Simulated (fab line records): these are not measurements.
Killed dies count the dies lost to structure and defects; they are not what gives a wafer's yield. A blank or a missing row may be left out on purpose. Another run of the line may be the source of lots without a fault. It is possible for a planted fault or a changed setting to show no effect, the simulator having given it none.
Problem report, 8D (eight disciplines) form, completed by code    flow sky130    the parts of the form that need people (team, actions taken, sign-off) are left out

== 1. THE PROBLEM ==
VIA4_W_RS at SKY_VIA4_RS_MEAS_19 reads a mean of 0.1759 ohm/sq on 2 wafers of 2 lots; wafers without a fault read 0.2281 ohm/sq with a standard deviation of 0.0027. That is -19 standard deviations from the usual mean.
The step: measures by four-point-probe.
Earliest sighting: wafer L906.2 on film metro-03 at day 44 23:55. Wafers with a number at this step in the record: 31, from 11 lots. Rule for "out", or "out of limits": more than 4 standard deviations from the usual mean. The rest of the wafers with a number are treated as sound.

== 2. WHAT IT IS, AND WHAT IT ISN'T ==
question                     is                 is not
which readings at this step  VIA4_W_RS          -
which lots                   L906, L907         L901, L902, L903, L916, L917, L918, L919, L920, L921
which wafers of those lots   L906.2, L907.2     L906.1, L907.3
read on which gauges         film metro-03      film metro-01, film metro-02
when                         from day 44 23:55  up to then (10 sound wafers); but 19 sound wafers of L907, L916, L917, L918, L919, L920, L921 came after

== 3. SUSPECTS, AND WHAT RULES EACH OUT ==
Counting: any tool at a process step up to the reading remains a suspect provided it ran every lot that is out. Sound lots after the first of them don't rule it out here, since some wafers of a struck lot are sound.
- ruled out: the gauge at SKY_VIA4_RS_MEAS_19. All the wafers that are out were read on film metro-03, but those of them that SKY_VIA4_CMP_21 has rows for are out there too, on other tools.
- cvd w-02 at SKY_VIA4_CVD_18 (deposits W, target thk 505 nm, time 152.14 s): kept. Ran every lot that is out, first one L906 (day 44 23:46); last sound lot up to then L903 (day 44 01:46).
After counting, what remains is cvd w-02 at SKY_VIA4_CVD_18.

== 4. THE CAUSE (what the simulator had put in) ==
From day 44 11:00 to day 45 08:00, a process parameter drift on cvd w-02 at SKY_VIA4_CVD_18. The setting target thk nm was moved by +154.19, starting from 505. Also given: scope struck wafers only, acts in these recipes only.
After counting, this tool was the only one left.

== 5. THE CHAIN OF EFFECTS, in route order ==
Each row: a reading whose mean over the struck wafers that have a number lies more than 3 standard deviations from the usual. Readings are gone through only where the record gives a usual standard deviation; hours: the median, over the lots, of the time from a lot's start at the first step in this table giving one to that lot's start at this step; sigmas: the change measured in usual standard deviations.
hours  step                  reading             usual          on struck wafers  change   sigmas
0      SKY_VIA4_RS_MEAS_19   VIA4_W_RS           0.2281 ohm/sq  0.1759            -0.0522  -19
0      SKY_VIA4_THK_MEAS_20  VIA4_W_THK          493 nm         624               +132     +13
0      SKY_VIA4_CMP_21       time to endpoint s  122 s          151               +29      +7.1
Here are the process steps it includes:
- SKY_VIA4_CMP_21: polishes, stops on SiO2, t overpolish 25 s, target thk 0 nm.

== 6. WHAT WOULD HAVE CAUGHT IT SOONER ==
The first out-of-limits reading at a measuring or inspecting step in this record came at day 44 23:55, 13 hours after the fault's start at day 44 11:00.
Of the tool readings at SKY_VIA4_CVD_18 for which the record gives a usual standard deviation, none was out on any struck wafer, so an alarm limit of 4 standard deviations on them would not have fired.
Among the 2 lots that are out, L907 began SKY_VIA4_CVD_18 on cvd w-02 after day 44 23:55. Had the tool been put on hold then, it would have been spared.
